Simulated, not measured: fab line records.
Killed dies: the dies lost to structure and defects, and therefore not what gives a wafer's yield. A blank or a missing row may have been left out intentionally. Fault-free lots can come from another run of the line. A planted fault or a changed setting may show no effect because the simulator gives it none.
fab line records	flow sky130
record lots=13	wafers=39	last-day=50
route steps=708 shown LI_CONTACT@375 LOCAL_INTERCONNECT@397 PAD_OPEN@708
lots that met no fault: taken from a fault-free run of the same line
start-h: start of the lot's first displayed wafer, in hours after the record's first day	wait-h: time in hours since the lot's previous step	" the same as in the row above	L1.1+2: several wafers, shown together as one row	- no value present, or no start provided	* or withheld: withheld	< > ~ a bound
route shown NAME@n: NAME is a module with steps in the file, n the number in the route of the first one	usual: average and standard deviation across the fault-free wafers	same: alike in all rows	chamber/n: place in a boat	sites: the reading at each site	_std_site: how widely they spread, as a standard deviation	_edge_site: the outer-site mean with the inner-site mean subtracted	radius-mm: for every site, how far away it sits from the centre of the wafer	mask NAME#n: copy n	behind: the tool/chamber that last shaped the wafer	hold: why the lot went on hold/how many hours it stayed there/how the hold came to an end	device: the transistor (n, p or np) that didn't switch	end of line: tests run on the same wafers once the route is complete	a step without rows: its recipe alone	killed: dies that structure and defects cost at the first sort, which is not the same as the wafer's yield	map: dies across one wafer; x = killed, . = not, _ = none there
set.NAME: the setting the step ran with; set.NAME@STEP: the setting that earlier step ran with	model.NAME: the simulator's own value behind a step, which no gauge read
the route's steps for a sample of lots (tables are steps, rows are wafers)
services: from which hour (start-h, from the record's first day; less than 0 if before it) a tool's chamber was out of use, for how many hours, and why
## steps
# step SKY_LI_CONTACT_OVL_MEAS_13
# usual LI_CONTACT_OVL=-3/6.1
lot.wafer	tool	chamber	start-h	wait-h	LI_CONTACT_OVL[nm]
L183.3	overlay-02	-	678.38	0.1	-2
L183.4	"	-	"	"	4
L183.6	"	-	"	"	-2
L185.1	overlay-02	-	711.98	0.1	-9
L185.3	"	-	"	"	-5
L185.5	"	-	"	"	-6
L187.1	overlay-01	-	730.73	0.1	-17
L187.5	"	-	"	"	-13
L187.6	"	-	"	"	-10
L188.1	overlay-02	-	734.08	0.1	-6
L188.3	"	-	"	"	-5
L188.6	"	-	"	"	-8
L190.1	overlay-01	-	756.82	0.1	1
L190.2	"	-	"	"	12
L190.3	"	-	"	"	3
L191.1	overlay-01	-	762.83	0.1	-1
L191.3	"	-	"	"	0
L191.6	"	-	"	"	0
L192.2	overlay-02	-	765.52	0.1	3
L192.4	"	-	"	"	-5
L192.5	"	-	"	"	-13
L198.1	overlay-02	-	803.73	0.1	-3
L198.2	"	-	"	"	6
L198.4	"	-	"	"	-7
L200.1	overlay-02	-	818.53	0.1	-4
L200.5	"	-	"	"	-4
L200.6	"	-	"	"	-2
L202.2	overlay-01	-	838.16	0.1	-6
L202.4	"	-	"	"	-5
L202.5	"	-	"	"	-1
L203.1	overlay-02	-	846.16	0.1	6
L203.3	"	-	"	"	-5
L203.6	"	-	"	"	-5
L204.3	overlay-01	-	852.04	0.1	-9
L204.4	"	-	"	"	1
L204.6	"	-	"	"	-3
L205.4	overlay-01	-	863.94	0.1	-1
L205.5	"	-	"	"	-6
L205.6	"	-	"	"	0
# step SKY_LI_CONTACT_RS_MEAS_22
# recipe thk-meas-gauge=four-point-probe	reads=W_of_LI_CONTACT_CVD_21+TiN_of_LI_CONTACT_SPUTTER_20+Ti_of_LI_CONTACT_SPUTTER_19
# usual LI_CONTACT_W_RS=0.282/0.0058
lot.wafer	tool	chamber	start-h	wait-h	LI_CONTACT_W_RS[ohm/sq]
L183.3	film-metro-04	-	679.15	0.1	0.274
L183.4	"	-	"	"	0.289
L183.6	"	-	"	"	0.277
L185.1	film-metro-02	-	712.71	0.1	0.277
L185.3	"	-	"	"	0.288
L185.5	"	-	"	"	0.287
L187.1	film-metro-04	-	731.45	0.1	0.275
L187.5	"	-	"	"	0.278
L187.6	"	-	"	"	0.287
L188.1	film-metro-04	-	734.80	0.1	0.286
L188.3	"	-	"	"	0.284
L188.6	"	-	"	"	0.284
L190.1	film-metro-03	-	757.54	0.1	0.283
L190.2	"	-	"	"	0.276
L190.3	"	-	"	"	0.288
L191.1	film-metro-03	-	763.56	0.1	0.284
L191.3	"	-	"	"	0.275
L191.6	"	-	"	"	0.273
L192.2	film-metro-04	-	766.28	0.1	0.287
L192.4	"	-	"	"	0.274
L192.5	"	-	"	"	0.273
L198.1	film-metro-04	-	804.46	0.1	0.273
L198.2	"	-	"	"	0.290
L198.4	"	-	"	"	0.273
L200.1	film-metro-03	-	819.25	0.1	0.280
L200.5	"	-	"	"	0.280
L200.6	"	-	"	"	0.288
L202.2	film-metro-03	-	838.91	0.1	0.286
L202.4	"	-	"	"	0.277
L202.5	"	-	"	"	0.286
L203.1	film-metro-03	-	846.88	0.1	0.287
L203.3	"	-	"	"	0.277
L203.6	"	-	"	"	0.277
L204.3	film-metro-02	-	852.79	0.1	0.283
L204.4	"	-	"	"	0.293
L204.6	"	-	"	"	0.285
L205.4	film-metro-04	-	864.70	0.1	0.289
L205.5	"	-	"	"	0.279
L205.6	"	-	"	"	0.287
# step SKY_LI_CONTACT_CMP_24
# recipe stop-on=PSG	t-overpolish-s=20	down-force-psi=3.5	platen-rpm=60	target-thk-nm=0	pad-velocity-m-s=0.94248
# usual edge-zone-pressure-frac=1.001/0.0053	motor-current-A=11.3/0.75	overpolish-run-s=20.000/0.0089	time-to-endpoint-s=99/4.1
lot.wafer	tool	chamber	start-h	wait-h	edge-zone-pressure-frac	motor-current-A	overpolish-run-s	time-to-endpoint-s
L183.4	cmp-02	1	679.29	0.0	0.999	10.8	20.014	96
L183.3	"	2	"	"	0.992	11.6	19.996	101
L183.6	"	2	"	"	0.998	13.2	19.996	103
L185.1	cmp-02	0	712.94	0.1	1.013	11.7	20.005	103
L185.3	"	2	"	"	1.000	12.1	20.003	97
L185.5	"	0	"	"	1.008	11.6	19.986	99
L187.1	cmp-01	0	731.68	0.1	1.000	11.5	19.999	105
L187.6	"	3	"	"	1.004	9.7	20.000	96
L187.5	"	0	"	"	1.002	10.7	20.008	99
L188.3	cmp-02	1	734.98	0.0	0.996	10.6	19.998	95
L188.1	"	0	"	"	0.994	11.7	20.004	100
L188.6	"	1	"	"	0.994	10.6	19.980	97
L190.3	cmp-02	3	757.77	0.1	1.002	11.2	20.008	93
L190.1	"	0	"	"	1.006	11.1	19.988	102
L190.2	"	1	"	"	1.010	10.2	20.005	96
L191.1	cmp-01	0	763.79	0.1	1.002	10.9	20.001	97
L191.3	"	2	"	"	0.999	11.8	20.009	99
L191.6	"	0	"	"	0.997	11.7	19.998	100
L192.2	cmp-02	1	766.49	0.1	0.992	10.5	19.996	96
L192.4	"	2	"	"	0.997	12.4	20.000	100
L192.5	"	1	"	"	0.994	11.6	19.999	99
L198.4	cmp-02	0	804.64	0.0	1.005	12.0	19.986	104
L198.1	"	1	"	"	0.998	11.2	20.013	101
L198.2	"	3	"	"	0.994	11.1	19.994	99
L200.1	cmp-02	0	819.53	0.1	1.001	12.0	19.990	106
L200.5	"	2	"	"	1.009	11.7	19.991	102
L200.6	"	3	"	"	0.992	11.0	19.993	98
L202.2	cmp-01	0	839.07	0.0	1.005	11.7	19.997	95
L202.4	"	1	"	"	1.003	11.4	20.003	99
L202.5	"	0	"	"	1.001	11.1	19.997	96
L203.3	cmp-02	3	847.11	0.1	1.011	11.5	19.990	104
L203.1	"	1	"	"	0.993	11.6	19.997	99
L203.6	"	2	"	"	1.006	12.0	19.989	104
L204.3	cmp-01	3	853.03	0.1	1.004	9.3	19.987	100
L204.4	"	0	"	"	0.998	10.4	20.011	91
L204.6	"	1	"	"	1.005	10.6	19.987	98
L205.4	cmp-02	1	864.82	0.0	1.002	11.1	20.007	93
L205.6	"	1	"	"	1.005	11.6	19.981	96
L205.5	"	2	"	"	1.006	11.9	20.001	100
# step SKY_LOCAL_INTERCONNECT_DEVELOP_10
# recipe develop-time-s=60	resist=KrF-thick	dev-temp-c=21
# usual developer-temp-C=20.96/0.098	exhaust-pa=44.9/0.94
lot.wafer	tool	chamber	start-h	wait-h	developer-temp-C	exhaust-pa
L183.3	litho-track-02	0	708	-	20.97	45.0
L183.4	"	0	"	"	21.02	46.0
L183.6	"	0	"	"	20.99	44.8
L185.1	litho-track-01	0	739	-	21.00	44.5
L185.3	"	0	"	"	20.95	45.3
L185.5	"	0	740	-	21.15	44.7
L187.1	litho-track-02	0	759	-	20.98	44.8
L187.5	"	0	"	"	20.99	45.3
L187.6	"	0	"	"	21.11	45.7
L188.1	litho-track-03	0	762	-	20.99	44.9
L188.3	"	0	"	"	21.00	44.4
L188.6	"	0	"	"	20.83	45.1
L190.1	litho-track-01	0	784	-	21.01	46.4
L190.2	"	0	"	"	20.90	44.2
L190.3	"	0	"	"	21.08	45.0
L191.1	litho-track-02	0	791	-	20.10	44.8
L191.3	"	0	"	"	20.04	44.8
L191.6	"	0	"	"	20.26	44.4
L192.2	litho-track-02	0	793	-	20.10	45.9
L192.4	"	0	"	"	19.93	46.2
L192.5	"	0	"	"	19.99	45.5
L198.1	litho-track-01	0	831	-	21.09	45.0
L198.2	"	0	"	"	20.94	44.5
L198.4	"	0	"	"	21.13	43.8
L200.1	litho-track-01	0	846	-	21.03	44.0
L200.5	"	0	"	"	21.02	44.7
L200.6	"	0	"	"	20.83	44.4
L202.2	litho-track-01	0	865	-	20.90	45.1
L202.4	"	0	"	"	20.85	45.0
L202.5	"	0	"	"	21.03	45.1
L203.1	litho-track-03	0	872	-	20.95	45.9
L203.3	"	0	"	"	21.07	45.0
L203.6	"	0	"	"	21.00	46.1
L204.3	litho-track-01	0	879	-	20.95	44.3
L204.4	"	0	"	"	20.88	43.7
L204.6	"	0	"	"	20.68	44.1
L205.4	litho-track-03	0	890	-	21.02	45.5
L205.5	"	0	"	"	21.26	45.2
L205.6	"	0	"	"	21.10	45.2
# step SKY_PAD_OPEN_PROBE_99
# usual killed_at_M0_to_M3=44/7.5	killed_at_M4_up=3.3/1.8	killed-at-contacts=25/5.9	killed-at-front-end=16/4.7	killed-at-other=0.3/0.52	killed-dies=89/9.9	killed-open=49/7.8	killed-short=40/5.8
# same gross-dies=492	killed-at-back-side=0
lot.wafer	tool	chamber	start-h	wait-h	killed_at_M0_to_M3	killed_at_M4_up	killed-at-contacts	killed-at-front-end	killed-at-other	killed-dies	killed-open	killed-short
L183.3	prober-02	-	1077.61	0.2	40	4	26	16	1	87	45	41
L183.4	prober-02	-	1077.66	0.2	43	6	20	19	0	88	39	49
L183.6	prober-02	-	1077.76	0.2	42	4	16	19	0	81	43	35
L185.1	prober-02	-	1100.01	0.1	45	3	26	15	0	89	54	35
L185.3	prober-02	-	1100.11	0.2	45	2	30	10	0	87	51	35
L185.5	prober-02	-	1100.21	0.2	35	1	26	16	1	79	38	41
L187.1	prober-02	-	1116.07	0.1	56	5	25	16	0	102	50	52
L187.5	prober-02	-	1116.27	0.2	37	3	25	13	2	80	44	34
L187.6	prober-02	-	1116.32	0.2	44	3	24	9	0	80	44	36
L188.1	prober-01	-	1119.75	0.1	39	1	27	16	0	83	45	36
L188.3	prober-01	-	1119.85	0.2	42	3	27	21	1	94	45	48
L188.6	prober-01	-	1120.00	0.2	29	3	28	21	0	81	38	43
L190.1	prober-01	-	1133.08	0.1	53	1	21	23	0	98	55	43
L190.2	prober-01	-	1133.13	0.1	37	4	19	20	1	81	42	39
L190.3	prober-01	-	1133.18	0.2	34	4	21	16	0	75	49	26
L192.2	prober-02	-	1141.86	0.1	41	3	37	12	0	93	54	39
L192.4	prober-02	-	1141.96	0.2	49	1	22	14	0	86	44	42
L192.5	prober-02	-	1142.01	0.2	44	2	36	17	0	99	59	40
L191.1	prober-01	-	1142.51	0.1	41	2	37	18	0	98	53	45
L191.3	prober-01	-	1142.61	0.2	47	1	44	24	0	116	70	46
L191.6	prober-01	-	1142.76	0.2	44	5	26	17	0	92	48	44
L198.1	prober-01	-	1165.11	0.1	54	1	25	14	0	94	53	41
L198.2	prober-01	-	1165.16	0.1	45	4	33	19	0	101	57	44
L198.4	prober-01	-	1165.26	0.2	37	4	27	20	1	89	46	43
L200.1	prober-01	-	1176.64	0.1	50	4	18	14	0	86	51	35
L200.5	prober-01	-	1176.84	0.2	36	8	18	14	0	76	38	38
L200.6	prober-01	-	1176.89	0.2	49	2	17	8	0	76	47	29
L202.2	prober-01	-	1188.55	0.1	51	0	23	5	1	80	41	38
L202.4	prober-01	-	1188.65	0.2	37	4	36	14	1	92	54	36
L202.5	prober-01	-	1188.70	0.2	41	4	26	18	0	89	55	34
L203.1	prober-02	-	1195.36	0.1	43	0	26	17	0	86	49	37
L203.3	prober-02	-	1195.46	0.2	43	2	20	21	0	86	44	41
L203.6	prober-02	-	1195.61	0.2	41	2	17	16	1	77	41	35
L204.3	prober-01	-	1197.74	0.2	47	1	27	18	0	93	49	44
L204.4	prober-01	-	1197.79	0.2	43	3	12	9	0	67	39	28
L204.6	prober-01	-	1197.89	0.2	51	3	25	14	0	93	52	41
L205.4	prober-01	-	1204.12	0.2	41	6	20	28	0	95	45	50
L205.5	prober-01	-	1204.17	0.2	52	4	30	19	1	106	67	38
L205.6	prober-01	-	1204.22	0.2	39	4	23	14	2	82	43	37
# killed by level:class
L183.3 VIA1:geometric-particle:open=11 CONTACT:geometric-particle:open=8 VIA2:geometric-particle:open=6 LI_CONTACT:geometric-particle:short=5 LI_CONTACT:geometric-particle:open=5 CONTACT:geometric-particle:short=5 VIA3:geometric-particle:short=5 VIA2:geometric-particle:short=4
L183.4 METAL1:geometric-particle:short=9 FIELD_ISO:geometric-particle:short=7 LI_CONTACT:geometric-particle:open=7 VIA1:geometric-particle:open=7 METAL4:geometric-particle:short=6 FIELD_ISO:geometric-particle:open=5 CONTACT:geometric-particle:open=5 VIA2:geometric-particle:open=4
L183.6 POLY_GATE:geometric-particle:short=7 VIA1:geometric-particle:open=7 VIA2:geometric-particle:open=7 FIELD_ISO:geometric-particle:open=5 CONTACT:geometric-particle:short=5 CONTACT:geometric-particle:open=5 METAL1:geometric-particle:short=5 METAL2:geometric-particle:short=5
L185.1 CONTACT:geometric-particle:open=13 VIA1:geometric-particle:open=12 FIELD_ISO:geometric-particle:open=7 VIA2:geometric-particle:open=7 VIA3:geometric-particle:open=7 FIELD_ISO:geometric-particle:short=5 METAL2:geometric-particle:short=5 LI_CONTACT:geometric-particle:open=4
L185.3 VIA1:geometric-particle:open=17 LI_CONTACT:geometric-particle:open=12 CONTACT:geometric-particle:open=9 METAL2:geometric-particle:short=7 CONTACT:geometric-particle:short=6 VIA2:geometric-particle:open=5 FIELD_ISO:geometric-particle:short=4 METAL3:geometric-particle:short=4
L185.5 FIELD_ISO:geometric-particle:short=8 CONTACT:geometric-particle:open=8 VIA1:geometric-particle:open=6 LI_CONTACT:geometric-particle:short=6 VIA3:geometric-particle:open=5 VIA2:geometric-particle:open=5 LI_CONTACT:geometric-particle:open=4 VIA2:geometric-particle:short=4
L187.1 VIA1:geometric-particle:open=11 CONTACT:geometric-particle:open=9 VIA1:geometric-particle:short=8 VIA2:geometric-particle:open=8 METAL1:geometric-particle:short=6 METAL2:geometric-particle:short=6 METAL3:geometric-particle:short=6 LOCAL_INTERCONNECT:geometric-particle:short=5
L187.5 CONTACT:geometric-particle:open=11 VIA3:geometric-particle:open=9 VIA1:geometric-particle:open=7 LI_CONTACT:geometric-particle:open=5 FIELD_ISO:geometric-particle:open=4 CONTACT:geometric-particle:short=4 VIA1:geometric-particle:short=4 METAL2:geometric-particle:short=4
L187.6 CONTACT:geometric-particle:open=10 LI_CONTACT:geometric-particle:open=8 METAL1:geometric-particle:short=8 VIA1:geometric-particle:open=8 VIA1:geometric-particle:short=7 VIA3:geometric-particle:open=4 METAL2:geometric-particle:short=3 FIELD_ISO:geometric-particle:short=3
L188.1 VIA1:geometric-particle:open=11 CONTACT:geometric-particle:short=7 LI_CONTACT:geometric-particle:open=6 CONTACT:geometric-particle:open=6 METAL2:geometric-particle:short=6 VIA3:geometric-particle:open=6 METAL2:geometric-particle:open=5 LOCAL_INTERCONNECT:geometric-particle:short=5
L188.3 VIA1:geometric-particle:open=11 LI_CONTACT:geometric-particle:open=11 METAL2:geometric-particle:short=7 FIELD_ISO:geometric-particle:short=6 POLY_GATE:geometric-particle:short=5 CONTACT:geometric-particle:open=5 VIA1:geometric-particle:short=5 VIA3:geometric-particle:short=5
L188.6 LOCAL_INTERCONNECT:geometric-particle:short=11 VIA1:geometric-particle:open=8 CONTACT:geometric-particle:open=6 LI_CONTACT:geometric-particle:open=6 POLY_GATE:geometric-particle:short=5 FIELD_ISO:geometric-particle:short=4 FIELD_ISO:geometric-particle:open=4 POLY_GATE:geometric-particle:open=4
L190.1 VIA1:geometric-particle:open=17 FIELD_ISO:geometric-particle:short=9 VIA2:geometric-particle:open=8 CONTACT:geometric-particle:open=7 VIA1:geometric-particle:short=7 POLY_GATE:geometric-particle:open=6 LOCAL_INTERCONNECT:geometric-particle:short=6 VIA3:geometric-particle:open=5
L190.2 LI_CONTACT:geometric-particle:open=6 CONTACT:geometric-particle:open=6 METAL1:geometric-particle:short=6 VIA1:geometric-particle:open=6 VIA3:geometric-particle:open=6 FIELD_ISO:geometric-particle:short=5 POLY_GATE:geometric-particle:short=5 VIA2:geometric-particle:short=5
L190.3 VIA1:geometric-particle:open=9 CONTACT:geometric-particle:open=8 FIELD_ISO:geometric-particle:open=7 VIA1:geometric-particle:short=7 LI_CONTACT:geometric-particle:open=6 VIA2:geometric-particle:open=5 METAL1:geometric-particle:short=4 METAL4:geometric-particle:short=3
L192.2 CONTACT:geometric-particle:open=12 LI_CONTACT:geometric-particle:open=11 CONTACT:geometric-particle:short=9 VIA1:geometric-particle:open=9 VIA3:geometric-particle:open=7 POLY_GATE:geometric-particle:open=6 LOCAL_INTERCONNECT:geometric-particle:short=4 VIA2:geometric-particle:open=4
L192.4 VIA1:geometric-particle:open=13 CONTACT:geometric-particle:open=8 LI_CONTACT:geometric-particle:open=7 VIA1:geometric-particle:short=7 METAL2:geometric-particle:short=6 VIA3:geometric-particle:open=5 POLY_GATE:geometric-particle:short=4 VIA3:geometric-particle:short=4
L192.5 CONTACT:geometric-particle:open=13 VIA1:geometric-particle:open=13 LI_CONTACT:geometric-particle:open=7 LOCAL_INTERCONNECT:geometric-particle:short=7 VIA3:geometric-particle:open=7 POLY_GATE:geometric-particle:short=5 LI_CONTACT:geometric-particle:short=5 FIELD_ISO:geometric-particle:open=4
L191.1 CONTACT:geometric-particle:open=16 VIA1:geometric-particle:open=10 CONTACT:geometric-particle:short=9 VIA2:geometric-particle:open=7 VIA3:geometric-particle:short=6 FIELD_ISO:geometric-particle:open=5 METAL1:geometric-particle:short=5 METAL2:geometric-particle:short=5
L191.3 LI_CONTACT:geometric-particle:open=15 CONTACT:geometric-particle:open=14 CONTACT:geometric-particle:short=11 METAL1:geometric-particle:short=10 VIA1:geometric-particle:open=10 FIELD_ISO:geometric-particle:open=8 VIA3:geometric-particle:open=7 VIA2:geometric-particle:open=5
L191.6 VIA1:geometric-particle:open=9 CONTACT:geometric-particle:open=9 FIELD_ISO:geometric-particle:short=8 LI_CONTACT:geometric-particle:open=8 VIA2:geometric-particle:open=8 METAL1:geometric-particle:short=7 CONTACT:geometric-particle:short=6 METAL2:geometric-particle:short=6
L198.1 VIA1:geometric-particle:open=11 CONTACT:geometric-particle:open=9 VIA2:geometric-particle:open=8 VIA3:geometric-particle:open=7 POLY_GATE:geometric-particle:short=6 METAL3:geometric-particle:short=6 LI_CONTACT:geometric-particle:open=5 VIA1:geometric-particle:short=5
L198.2 VIA1:geometric-particle:open=17 LI_CONTACT:geometric-particle:open=12 VIA3:geometric-particle:open=8 LOCAL_INTERCONNECT:geometric-particle:short=6 CONTACT:geometric-particle:open=6 FIELD_ISO:geometric-particle:short=4 FIELD_ISO:geometric-particle:open=4 POLY_GATE:geometric-particle:open=4
L198.4 CONTACT:geometric-particle:open=10 VIA1:geometric-particle:open=10 FIELD_ISO:geometric-particle:short=8 VIA1:geometric-particle:short=6 CONTACT:geometric-particle:short=5 LI_CONTACT:geometric-particle:short=4 LOCAL_INTERCONNECT:geometric-particle:short=4 VIA2:geometric-particle:open=4
L200.1 VIA1:geometric-particle:open=17 VIA2:geometric-particle:open=9 CONTACT:geometric-particle:open=6 METAL2:geometric-particle:short=5 LI_CONTACT:geometric-particle:short=4 VIA1:geometric-particle:short=4 POLY_GATE:geometric-particle:open=3 LI_CONTACT:geometric-particle:open=3
L200.5 LI_CONTACT:geometric-particle:open=7 METAL1:geometric-particle:short=7 VIA2:geometric-particle:open=7 METAL4:geometric-particle:short=7 POLY_GATE:geometric-particle:short=6 VIA3:geometric-particle:open=6 POLY_GATE:geometric-particle:open=4 LOCAL_INTERCONNECT:geometric-particle:short=4
L200.6 VIA1:geometric-particle:open=12 VIA2:geometric-particle:open=10 LI_CONTACT:geometric-particle:open=7 VIA3:geometric-particle:open=6 VIA1:geometric-particle:short=5 METAL2:geometric-particle:short=5 POLY_GATE:geometric-particle:open=4 CONTACT:geometric-particle:open=4
L202.2 CONTACT:geometric-particle:open=13 VIA1:geometric-particle:open=11 VIA3:geometric-particle:open=7 VIA2:geometric-particle:short=7 METAL2:geometric-particle:short=5 VIA2:geometric-particle:open=5 VIA3:geometric-particle:short=5 CONTACT:geometric-particle:short=4
L202.4 CONTACT:geometric-particle:open=16 LI_CONTACT:geometric-particle:open=9 VIA3:geometric-particle:open=7 VIA2:geometric-particle:open=6 VIA1:geometric-particle:short=6 LOCAL_INTERCONNECT:geometric-particle:short=5 LI_CONTACT:geometric-particle:short=5 FIELD_ISO:geometric-particle:open=4
L202.5 VIA1:geometric-particle:open=10 LI_CONTACT:geometric-particle:open=9 CONTACT:geometric-particle:open=9 VIA2:geometric-particle:open=6 VIA1:geometric-particle:short=6 VIA3:geometric-particle:open=6 FIELD_ISO:geometric-particle:open=4 CONTACT:geometric-particle:short=4
L203.1 VIA1:geometric-particle:open=12 VIA2:geometric-particle:open=10 CONTACT:geometric-particle:short=9 CONTACT:geometric-particle:open=7 VIA1:geometric-particle:short=7 LI_CONTACT:geometric-particle:open=6 FIELD_ISO:geometric-particle:open=5 POLY_GATE:geometric-particle:short=5
L203.3 VIA1:geometric-particle:open=13 CONTACT:geometric-particle:open=8 FIELD_ISO:geometric-particle:open=7 VIA1:geometric-particle:short=5 VIA3:geometric-particle:open=5 FIELD_ISO:geometric-particle:short=4 LI_CONTACT:geometric-particle:short=4 METAL1:geometric-particle:short=4
L203.6 VIA1:geometric-particle:open=10 VIA2:geometric-particle:open=8 CONTACT:geometric-particle:open=5 FIELD_ISO:geometric-particle:open=4 POLY_GATE:geometric-particle:short=4 LI_CONTACT:geometric-particle:open=4 METAL2:geometric-particle:short=4 VIA2:geometric-particle:short=4
L204.3 VIA1:geometric-particle:open=14 FIELD_ISO:geometric-particle:short=7 LI_CONTACT:geometric-particle:open=7 METAL1:geometric-particle:short=6 CONTACT:geometric-particle:short=6 CONTACT:geometric-particle:open=6 LOCAL_INTERCONNECT:geometric-particle:short=5 VIA1:geometric-particle:short=5
L204.4 VIA1:geometric-particle:open=10 CONTACT:geometric-particle:open=8 VIA2:geometric-particle:open=7 METAL3:geometric-particle:short=5 VIA1:geometric-particle:short=5 METAL2:geometric-particle:short=5 METAL1:geometric-particle:short=4 VIA3:geometric-particle:open=4
L204.6 VIA2:geometric-particle:open=14 CONTACT:geometric-particle:open=10 VIA3:geometric-particle:open=7 VIA1:geometric-particle:open=6 CONTACT:geometric-particle:short=6 METAL1:geometric-particle:short=5 METAL3:geometric-particle:short=5 FIELD_ISO:geometric-particle:short=4
L205.4 CONTACT:geometric-particle:short=10 METAL2:geometric-particle:short=8 POLY_GATE:geometric-particle:short=7 POLY_GATE:geometric-particle:open=7 VIA3:geometric-particle:open=7 FIELD_ISO:geometric-particle:open=6 VIA1:geometric-particle:open=6 VIA2:geometric-particle:open=5
L205.5 VIA1:geometric-particle:open=14 LI_CONTACT:geometric-particle:open=10 VIA2:geometric-particle:open=10 CONTACT:geometric-particle:open=9 VIA3:geometric-particle:open=9 POLY_GATE:geometric-particle:short=7 VIA1:geometric-particle:short=6 FIELD_ISO:geometric-particle:open=4
L205.6 VIA2:geometric-particle:open=13 CONTACT:geometric-particle:open=8 VIA3:geometric-particle:open=7 METAL2:geometric-particle:short=7 CONTACT:geometric-particle:short=6 FIELD_ISO:geometric-particle:short=5 LI_CONTACT:geometric-particle:open=5 POLY_GATE:geometric-particle:short=3
## services
tool	chamber	start-h	hours	kind
cmp-02	-	667.62	2.7	pm
cmp-01	-	670.31	4.6	pm
cmp-02	-	693.43	2.3	repair
cmp-01	-	697.79	27.5	repair
litho-track-02	-	722.39	-	consumable-replace:filter
cmp-02	-	732.97	1.5	repair
cmp-01	-	744.00	4.0	pm
cmp-01	-	746.99	3.1	repair
cmp-01	-	748.00	-	consumable-replace:conditioner
cmp-01	-	748.00	-	consumable-replace:pad
litho-track-02	-	788.65	-	consumable-replace:filter
cmp-02	-	848.60	5.0	pm
cmp-01	-	880.59	1.3	repair
## key
first-sign step=SKY_LOCAL_INTERCONNECT_DEVELOP_10	reading=developer-temp-C	direction=down	sigmas=9.2	usual=*	struck=*
effect none on later readings
met-at SKY_LOCAL_INTERCONNECT_DEVELOP_10
struck-lots L191,L192
tester-left-out L191,L192
not-acting-at SKY_LI_CONTACT_OVL_MEAS_13,SKY_LI_CONTACT_RS_MEAS_22,SKY_LI_CONTACT_CMP_24
onset-between 759 791
fault kind=process-parameter-drift	tool=litho-track-02	chamber=-	onset-h=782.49	steps=SKY_LOCAL_INTERCONNECT_DEVELOP_10	channel=dev-temp-c	offset=*	shape=step	end-h=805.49	acts-in=*	stated=*
# tester-left-out: of these lots the tester's yield and bins aren't shown, on N5 and GAA mostly nor the transistor test; their killed dies are dies lost to structure and defects alone, not to doping, threshold or leakage, so they don't give the yield
